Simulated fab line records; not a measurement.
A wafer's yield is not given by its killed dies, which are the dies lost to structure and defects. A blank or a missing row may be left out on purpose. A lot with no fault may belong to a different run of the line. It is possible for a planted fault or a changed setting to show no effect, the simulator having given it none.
fab line records | flow sky130
[record] lots = 6 wafers = 18 last_day = 48
route steps=708 shown METAL3@561 VIA3@573 PAD_OPEN@708
lots untouched by any fault: they come from a run of this same line in which no faults occurred
start_h: start of the lot's first displayed wafer, in hours after the record's first day | wait_h: how many hours have passed since the lot's step before this one | " identical to the entry in the row above | L1.1+2: several wafers, shown together as one row | - value missing, or start not given | * or withheld: withheld | < > ~ a bound
route shown NAME@n: names a module that has steps shown in the file, with the first one's number in the route | usual: the fault-free wafers' mean and standard deviation | same: alike in all rows | chamber/n: place in a boat | sites: per-site readings | _std_site: the standard deviation of these | _edge_site: outer sites' mean less inner sites' | radius_mm: how far each site lies from the wafer's centre | mask NAME#n: copy n | behind: the tool/chamber that last shaped the wafer | hold: the reason the lot was held/the length of the hold in hours/how it ended | device: which transistor (n, p or np) failed to switch | end of line: at the end of the route, the tests of the same wafers | where a step has no rows: the recipe by itself | killed: not the wafer's yield, but the dies lost to structure and defects at the first sort | map: dies across one wafer; x = killed, . = not, _ = none there
set.NAME: the run value of the setting; set.NAME@STEP: its run value at that earlier step | model.NAME: the simulator's own value behind a step, which no gauge read
certain route steps with their lots: each step a table, each wafer a row
services: from which hour (start_h, from the record's first day; less than 0 if before it) a tool's chamber was out of use, for how many hours, and why
[[steps]]
[step SKY_METAL3_PEB_11]
[recipe] peb_temp_c = withheld peb_time_s = withheld resist = KrF-thick
[step SKY_METAL3_DEVELOP_12]
[recipe] develop_time_s = 60 resist = KrF-thick dev_temp_c = 21
[step SKY_METAL3_CD_MEAS_13]
[recipe] target_cd_nm = 300
[usual] cd_nm = 300.4/1.2
// columns lot.wafer tool chamber start_h wait_h cd_nm
L590.2 cd_sem-02 - 913.54 - 301.4
L590.3 " - " " 300.8
L590.6 " - " " 301.8
L595.1 cd_sem-02 - 953.29 - 299.3
L595.4 " - " " 300.3
L595.6 " - " " 299.5
L596.3 cd_sem-02 - 963.34 - 301.9
L596.5 " - " " 301.1
L596.6 " - " " 301.7
L598.4 cd_sem-02 - 981.53 - 299.2
L598.5 " - " " 300.2
L598.6 " - " " 300.6
L601.1 cd_sem-01 - 997.24 - 298.7
L601.4 " - " " 298.7
L601.5 " - " " 298.7
L602.1 cd_sem-02 - 999.25 - 300.4
L602.3 " - " " 299.5
L602.6 " - " " 298.8
[step SKY_METAL3_OVL_MEAS_14]
[usual] METAL3_OVL = 1/6.4
// columns lot.wafer tool chamber start_h wait_h METAL3_OVL[nm]
L590.2 overlay-01 - 913.65 0.1 5
L590.3 " - " " 6
L590.6 " - " " 4
L595.1 overlay-01 - 953.41 0.1 2
L595.4 " - " " 3
L595.6 " - " " -3
L596.3 overlay-01 - 963.43 0.1 -4
L596.5 " - " " -9
L596.6 " - " " -3
L598.4 overlay-02 - 981.61 0.1 3
L598.5 " - " " -5
L598.6 " - " " -4
L601.1 overlay-02 - 997.36 0.1 3
L601.4 " - " " -4
L601.5 " - " " 2
L602.1 overlay-01 - 999.37 0.1 -1
L602.3 " - " " -2
L602.6 " - " " 4
[step SKY_METAL3_DESCUM_15]
[recipe] chemistry = O2 source_power_w = 150 bias_power_w = 0 pressure_mtorr = 10 temp_c = 40 time_s = 8
[usual] drypump_motor_current_A = 5.7/0.39 oes_product_au = 0.999/0.01 rf_fwd_power_W = 147.3/0.71
// columns lot.wafer tool chamber start_h wait_h drypump_motor_current_A oes_product_au rf_fwd_power_W rf_hours_counter_h
L590.2 rie_metal-01 1 913.68 0.0 5.7 0.996 147.7 14
L590.3 " 1 " " 5.7 0.999 148.0 -
L590.6 " 1 " " 5.7 0.995 147.9 -
L595.1 rie_metal-02 1 953.45 0.0 5.5 1.008 147.9 2
L595.4 " 1 " " 5.5 1.014 148.4 -
L595.6 " 1 " " 5.5 1.022 148.7 -
L596.3 rie_metal-04 1 963.47 0.0 6.0 1.008 148.3 -
L596.5 " 1 " " 6.0 1.006 148.5 -
L596.6 " 0 " " 5.1 0.998 146.9 -
L598.4 rie_metal-02 0 981.64 0.0 6.2 1.001 148.3 -
L598.5 " 0 " " 6.2 0.986 147.8 -
L598.6 " 1 " " 5.5 1.006 147.7 -
L601.1 rie_metal-01 0 997.40 0.0 5.4 0.996 145.5 15
L601.4 " 0 " " 5.4 1.008 146.4 -
L601.5 " 0 " " 5.4 1.005 146.4 -
L602.1 rie_metal-02 0 999.41 0.0 6.2 0.984 147.0 6
L602.3 " 1 " " 5.5 1.010 148.7 -
L602.6 " 0 " " 6.2 0.991 147.9 -
[step SKY_METAL3_ETCH_16]
[recipe] chemistry = N2/H2 target = BARC ion_energy_ev = 200 bias_w = 100 pressure_mtorr = 30 n2_flow_sccm = 100 h2_flow_sccm = 200 icp_w = 500 stop_on = SiO2 time_s = 88.2 target_depth_a = 600
[usual] drypump_motor_current_A = 5.7/0.39 oes_product_au = 0.626/0.0047 rf_fwd_power_W = 497.2/1.5 throttle_valve_pct = 13.206/0.0089
// columns lot.wafer tool chamber start_h wait_h drypump_motor_current_A oes_product_au rf_fwd_power_W rf_hours_counter_h throttle_valve_pct
L590.2 rie_metal-01 1 913.71 0.0 5.7 0.623 496.6 14 13.205
L590.3 " 1 " " 5.7 0.629 497.2 - 13.201
L590.6 " 1 " " 5.7 0.630 494.8 - 13.208
L595.1 rie_metal-02 1 953.48 0.0 5.5 0.629 497.8 2 13.210
L595.4 " 1 " " 5.5 0.617 498.9 - 13.195
L595.6 " 1 " " 5.5 0.626 497.8 - 13.190
L596.3 rie_metal-04 1 963.52 0.0 6.0 0.631 498.5 - 13.207
L596.5 " 1 " " 6.0 0.626 497.7 - 13.205
L596.6 " 0 " " 5.1 0.631 498.0 - 13.212
L598.4 rie_metal-02 0 981.69 0.0 6.2 0.625 495.2 - 13.209
L598.5 " 0 " " 6.2 0.624 495.2 - 13.204
L598.6 " 1 " " 5.5 0.620 495.7 - 13.200
L601.1 rie_metal-01 0 997.46 0.1 5.5 0.621 496.8 15 13.198
L601.4 " 0 " " 5.5 0.621 495.0 - 13.200
L601.5 " 0 " " 5.5 0.621 495.8 - 13.226
L602.1 rie_metal-02 0 999.44 0.0 6.2 0.615 496.4 6 13.194
L602.3 " 1 " " 5.5 0.625 499.3 - 13.201
L602.6 " 0 " " 6.2 0.628 496.0 - 13.207
[step SKY_METAL3_ETCH_17]
[recipe] target = SiO2 stop_on = TiN chemistry = C4F8/O2/Ar source_w = 1500 bias_w = 1200 pressure_mtorr = 40 c4f8_flow_sccm = withheld O2_flow_sccm = 6 Ar_flow_sccm = 300 time_s = 3.9 target_depth_a = 150
[usual] oes_product_au = 0.754/0.007 rf_fwd_power_W = 1471/8.9
// columns lot.wafer tool chamber start_h wait_h oes_product_au rf_fwd_power_W rf_hours_counter_h
L590.2 rie_diel-02 3 913.81 0.1 0.751 1472 21
L590.3 " 1 " " 0.751 1480 17
L590.6 " 2 " " 0.764 1484 -
L595.1 rie_diel-01 1 953.58 0.1 0.756 1460 14
L595.4 " 3 " " 0.749 1465 24
L595.6 " 2 " " 0.751 1490 -
L596.3 rie_diel-01 3 963.59 0.0 0.744 1465 24
L596.5 " 0 " " 0.768 1459 -
L596.6 " 3 " " 0.752 1459 -
L598.4 rie_diel-01 2 981.76 0.0 0.757 1480 18
L598.5 " 3 " " 0.760 1464 -
L598.6 " 2 " " 0.765 1481 -
L601.1 rie_diel-01 0 997.66 0.2 0.743 1458 21
L601.4 " 1 " " 0.758 1471 15
L601.5 " 1 " " 0.753 1470 -
L602.1 rie_diel-01 0 999.54 0.1 0.744 1467 21
L602.3 " 2 " " 0.754 1486 18
L602.6 " 1 " " 0.759 1470 -
[step SKY_METAL3_METAL_ETCH_18]
[recipe] target_depth_a = 8450 stop_on = SiO2 over_etch_frac = 0.3 time_s = 183.1 chemistry = Cl2/BCl3 resist_sidewall_deg = 88 pressure_mtorr = 10 icp_w = 900 bias_w = 48.5 Cl2_flow_sccm = 60 bcl3_flow_sccm = 30
[usual] bcl3_flow_sccm = 30.00/0.088 drypump_motor_current_A = 5.6/0.34 oes_product_au = 0.865/0.006 rf_fwd_power_W = 896.7/2.9 throttle_valve_pct = 22.264/0.0092
// columns lot.wafer tool chamber start_h wait_h bcl3_flow_sccm drypump_motor_current_A oes_product_au rf_fwd_power_W rf_hours_counter_h throttle_valve_pct
L590.2 rie_metal-04 1 913.83 0.0 29.90 6.0 0.865 897.8 12 22.266
L590.3 " 1 " " 29.85 6.0 0.865 898.8 - 22.262
L590.6 " 1 " " 29.86 6.0 0.868 901.2 - 22.252
L595.1 rie_metal-04 0 953.60 0.0 30.07 5.1 0.862 897.0 4 22.264
L595.4 " 1 " " 30.09 6.0 0.855 899.6 - 22.261
L595.6 " 1 " " 29.90 6.0 0.867 899.1 - 22.275
L596.3 rie_metal-01 1 963.66 0.1 30.09 5.7 0.856 897.2 - 22.268
L596.5 " 1 " " 30.00 5.7 0.866 896.7 - 22.274
L596.6 " 0 " " 30.10 5.4 0.862 898.1 - 22.263
L598.4 rie_metal-04 1 981.84 0.1 30.09 6.0 0.868 895.8 - 22.274
L598.5 " 0 " " 30.03 5.1 0.867 895.2 - 22.266
L598.6 " 1 " " 29.88 6.0 0.868 894.4 - 22.271
L601.1 rie_metal-04 1 997.68 0.0 29.96 6.0 0.867 899.0 17 22.257
L601.4 " 0 " " 29.92 5.1 0.872 903.0 - 22.257
L601.5 " 1 " " 30.06 6.0 0.856 899.1 - 22.257
L602.1 rie_metal-01 0 999.56 0.0 30.03 5.5 0.868 897.1 15 22.272
L602.3 " 0 " " 30.06 5.5 0.878 895.0 - 22.251
L602.6 " 0 " " 29.95 5.4 0.871 896.5 - 22.269
[step SKY_METAL3_STRIP_19]
[recipe] chemistry = O2/N2 power_w = 1400 pressure_mtorr = 1500 platen_temp_c = withheld o2_flow_sccm = 3000 n2_flow_sccm = 300 overash_fraction = 0.5
[step SKY_METAL3_STRIP_20]
[recipe] chemistry = post_etch_residue_remover time_s = 1200 temp_c = 72.5
[step SKY_METAL3_CLEAN_21]
[recipe] chemistry = IPA time_s = 180 temp_c = 25
[step SKY_METAL3_CLEAN_22]
[recipe] chemistry = O3/DIW dry = n2_spin
[step SKY_VIA3_HDPCVD_00]
[recipe] material = SiO2 target_thk_nm = 1635 sigma_open_frac = 0.3 time_s = 272.5 temp_c = 400 sih4_flow_sccm = 60 pressure_mtorr = 6
[usual] run_length_s = 300.3/0.63
// columns lot.wafer tool chamber start_h wait_h run_length_s model.SiO2_of_VIA3_HDPCVD_00.thk_nm
L590.2 hdpcvd-01 0 914.60 0.0 299.3 1622
L590.3 " 2 " " 300.1 1631
L590.6 " 0 " " 299.4 1648
L595.1 hdpcvd-02 0 954.37 0.0 301.0 1644
L595.4 " 1 " " 300.2 1663
L595.6 " 2 " " 300.6 1634
L596.3 hdpcvd-02 1 964.38 0.0 300.5 1646
L596.5 " 0 " " 301.4 1637
L596.6 " 1 " " 300.8 1643
L598.4 hdpcvd-01 2 982.67 0.1 300.0 1651
L598.5 " 1 " " 300.2 1645
L598.6 " 0 " " 299.1 1641
L601.1 hdpcvd-01 2 998.97 0.0 310.7 1732
L601.4 " 2 " " 311.0 1724
L601.5 " 0 " " 310.3 1723
L602.1 hdpcvd-01 1 1000.57 0.0 310.7 1718
L602.3 " 0 " " 309.8 1733
L602.6 " 1 " " 310.9 1721
[step SKY_VIA3_THK_MEAS_01]
[recipe] reads = SiO2_of_VIA3_HDPCVD_00
[usual] VIA3_HDPCVD_THK = 1643/18
// columns lot.wafer tool chamber start_h wait_h VIA3_HDPCVD_THK[nm]
L590.2 film_metro-01 - 914.78 0.1 1622
L590.3 " - " " 1631
L590.6 " - " " 1648
L595.1 film_metro-02 - 954.54 0.1 1644
L595.4 " - " " 1664
L595.6 " - " " 1634
L596.3 film_metro-01 - 964.57 0.1 1647
L596.5 " - " " 1636
L596.6 " - " " 1643
L598.4 film_metro-01 - 982.79 0.0 1651
L598.5 " - " " 1646
L598.6 " - " " 1641
L601.1 film_metro-01 - 999.13 0.1 1731
L601.4 " - " " 1724
L601.5 " - " " 1723
L602.1 film_metro-03 - 1000.74 0.1 1719
L602.3 " - " " 1733
L602.6 " - " " 1721
[step SKY_VIA3_CMP_02]
[recipe] material = SiO2 down_force_psi = 4 platen_rpm = 60 pad_velocity_m_s = 0.94248
[usual] motor_current_A = 12.0/1.1 retaining_ring_pressure_frac = 1.000/0.0049
// columns lot.wafer tool chamber start_h wait_h motor_current_A retaining_ring_pressure_frac
L590.3 cmp-01 3 914.83 0.0 10.6 0.999
L590.2 " 2 " " 13.4 1.005
L590.6 " 3 " " 11.0 0.996
L595.4 cmp-01 0 954.60 0.0 10.2 1.006
L595.1 " 1 " " 12.0 0.998
L595.6 " 0 " " 9.9 1.001
L596.3 cmp-01 3 964.71 0.1 10.6 0.992
L596.5 " 1 " " 12.1 1.007
L596.6 " 2 " " 12.2 1.010
L598.4 cmp-02 0 982.82 0.0 13.7 0.998
L598.5 " 0 " " 13.2 0.999
L598.6 " 1 " " 12.1 1.000
L601.4 cmp-02 0 999.24 0.1 13.8 1.001
L601.1 " 1 " " 11.1 0.990
L601.5 " 0 " " 13.7 1.009
L602.1 cmp-02 3 1000.90 0.1 12.4 0.992
L602.3 " 0 " " 14.0 1.004
L602.6 " 2 " " 11.3 1.001
[step SKY_PAD_OPEN_PROBE_99]
[usual] defect_limited_yield = 82.5/2.1 killed_at_M0_to_M3 = 43/7.7 killed_at_M4_up = 2.9/1.9 killed_at_contacts = 24/5.9 killed_at_front_end = 16/5.1 killed_at_other = 0.3/0.63 killed_dies = 86/10 killed_open = 47/7.6 killed_short = 39/6.8 sort_bin_3_pad_short = 0.8/0.44 sort_bin_5_function = 10.4/1.6 sort_bin_6_memory = 6.3/1.1 sort_n_pass = 406/10 sort_yield_pct = 82.5/2.1
[same] gross_dies = 492 killed_at_back_side = 0 sort_bin_4_leakage[%] = 0 sort_bin_8_speed[%] = 0
// columns lot.wafer tool chamber start_h wait_h defect_limited_yield[%] killed_at_M0_to_M3 killed_at_M4_up killed_at_contacts killed_at_front_end killed_at_other killed_dies killed_open killed_short sort_bin_3_pad_short[%] sort_bin_5_function[%] sort_bin_6_memory[%] sort_n_pass sort_yield_pct[%]
L590.2 prober-02 - 1085.17 0.1 82.1 45 1 29 13 0 88 34 54 1.0 11.0 5.9 404 82.1
L590.3 prober-02 - 1085.22 0.2 85.6 36 4 12 19 0 71 29 42 0.2 8.5 5.7 421 85.6
L590.6 prober-02 - 1085.37 0.2 86.4 30 1 25 11 0 67 45 22 0.4 6.7 6.5 425 86.4
L598.4 prober-02 - 1142.18 0.2 82.9 47 3 25 8 1 84 51 33 1.4 10.8 4.9 408 82.9
L598.5 prober-02 - 1142.23 0.2 81.1 47 2 27 16 1 93 58 35 1.4 11.0 6.5 399 81.1
L598.6 prober-02 - 1142.28 0.2 81.1 50 3 29 11 0 93 59 34 0.4 10.8 7.7 399 81.1
L602.1 prober-02 - 1155.33 0.1 83.3 46 3 24 8 1 82 38 44 1.4 9.1 6.1 410 83.3
L602.3 prober-02 - 1155.43 0.2 77.4 51 8 35 17 0 111 59 52 1.4 12.0 9.1 381 77.4
L602.6 prober-02 - 1155.58 0.2 82.1 43 5 29 11 0 88 47 41 0.2 11.2 6.5 404 82.1
// killed by level:class
L590.2 METAL1:geometric_particle:short=11 CONTACT:geometric_particle:open=10 LOCAL_INTERCONNECT:geometric_particle:short=7 VIA1:geometric_particle:short=7 VIA3:geometric_particle:short=7 LI_CONTACT:geometric_particle:open=5 VIA1:geometric_particle:open=4 VIA2:geometric_particle:open=4
L590.3 VIA1:geometric_particle:open=6 METAL2:geometric_particle:short=6 VIA3:geometric_particle:open=6 CONTACT:geometric_particle:short=5 METAL3:geometric_particle:short=5 FIELD_ISO:geometric_particle:short=4 POLY_GATE:geometric_particle:short=4 POLY_GATE:geometric_particle:open=4
L590.6 VIA1:geometric_particle:open=12 CONTACT:geometric_particle:open=10 LI_CONTACT:geometric_particle:open=7 VIA2:geometric_particle:open=5 LI_CONTACT:geometric_particle:short=4 VIA1:geometric_particle:short=4 POLY_GATE:geometric_particle:open=3 POLY_GATE:geometric_particle:short=3
L598.4 VIA1:geometric_particle:open=17 CONTACT:geometric_particle:open=10 METAL2:geometric_particle:short=9 LI_CONTACT:geometric_particle:open=6 VIA3:geometric_particle:open=6 LI_CONTACT:geometric_particle:short=5 METAL1:geometric_particle:short=4 CONTACT:geometric_particle:short=4
L598.5 VIA1:geometric_particle:open=16 CONTACT:geometric_particle:open=11 VIA2:geometric_particle:open=8 METAL1:geometric_particle:short=7 FIELD_ISO:geometric_particle:open=6 POLY_GATE:geometric_particle:open=6 CONTACT:geometric_particle:short=6 LI_CONTACT:geometric_particle:open=5
L598.6 VIA1:geometric_particle:open=15 CONTACT:geometric_particle:open=13 VIA2:geometric_particle:open=10 VIA1:geometric_particle:short=7 POLY_GATE:geometric_particle:open=6 LI_CONTACT:geometric_particle:open=5 VIA3:geometric_particle:short=5 CONTACT:geometric_particle:short=5
L602.1 VIA1:geometric_particle:open=7 VIA2:geometric_particle:open=7 CONTACT:geometric_particle:open=7 VIA2:geometric_particle:short=7 METAL2:geometric_particle:short=5 VIA3:geometric_particle:open=5 LI_CONTACT:geometric_particle:short=4 LI_CONTACT:geometric_particle:open=4
L602.3 CONTACT:geometric_particle:open=15 VIA1:geometric_particle:open=13 CONTACT:geometric_particle:short=9 VIA2:geometric_particle:open=7 VIA3:geometric_particle:open=7 METAL4:geometric_particle:short=7 FIELD_ISO:geometric_particle:open=5 VIA1:geometric_particle:short=5
L602.6 VIA1:geometric_particle:open=11 LI_CONTACT:geometric_particle:open=9 CONTACT:geometric_particle:open=8 VIA2:geometric_particle:open=6 CONTACT:geometric_particle:short=5 FIELD_ISO:geometric_particle:short=4 LOCAL_INTERCONNECT:geometric_particle:short=4 METAL2:geometric_particle:short=4
[[services]]
// columns tool chamber start_h hours kind
cmp-02 - 893.34 0.5 repair
cmp-02 - 900.93 1.7 repair
rie_metal-04 1 909.61 2.4 repair
rie_metal-02 1 911.93 - clean
rie_metal-02 1 911.93 15.1 scheduled_down
rie_metal-02 1 911.93 15.1 vent_cycle
cmp-02 - 912.00 4.0 pm
cmp-02 - 916.00 7.4 pm
hdpcvd-02 - 926.86 4.2 repair
cmp-01 - 927.79 3.9 repair
cmp-01 - 930.71 2.6 repair
rie_diel-02 1 942.26 4.1 repair
hdpcvd-01 - 950.25 15.0 pm
hdpcvd-01 0 950.25 15.0 vent_cycle
hdpcvd-01 1 950.25 15.0 vent_cycle
hdpcvd-01 2 950.25 15.0 vent_cycle
rie_diel-01 2 960.45 14.4 repair
hdpcvd-01 0 965.25 - clean
hdpcvd-01 1 965.25 - clean
hdpcvd-01 - 979.30 2.8 pm
rie_metal-01 1 981.71 21.0 repair
rie_diel-02 0 981.83 18.1 repair
hdpcvd-01 - 983.31 0.7 repair
rie_diel-02 - 992.20 0.8 repair
[[key]]
[first_sign] step = SKY_VIA3_HDPCVD_00 reading = run_length_s direction = up sigmas = 16 usual = * struck = *
[effect] step = SKY_VIA3_THK_MEAS_01 reading = VIA3_HDPCVD_THK direction = up sigmas = 4.7 usual = 1643 struck = 1725
[model_effect] step = SKY_VIA3_HDPCVD_00 value = SiO2_of_VIA3_HDPCVD_00.thk_nm without = 1661 struck = 1725
met_at SKY_VIA3_HDPCVD_00
struck_wafers L601.1,L601.4,L601.5,L602.1,L602.3,L602.6
onset_between 982.67 998.97
[fault] kind = process_parameter_drift tool = hdpcvd-01 chamber = - onset_h = 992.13 steps = SKY_VIA3_HDPCVD_00 channel = time_s offset = * shape = step end_h = 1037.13 acts_in = * stated = *
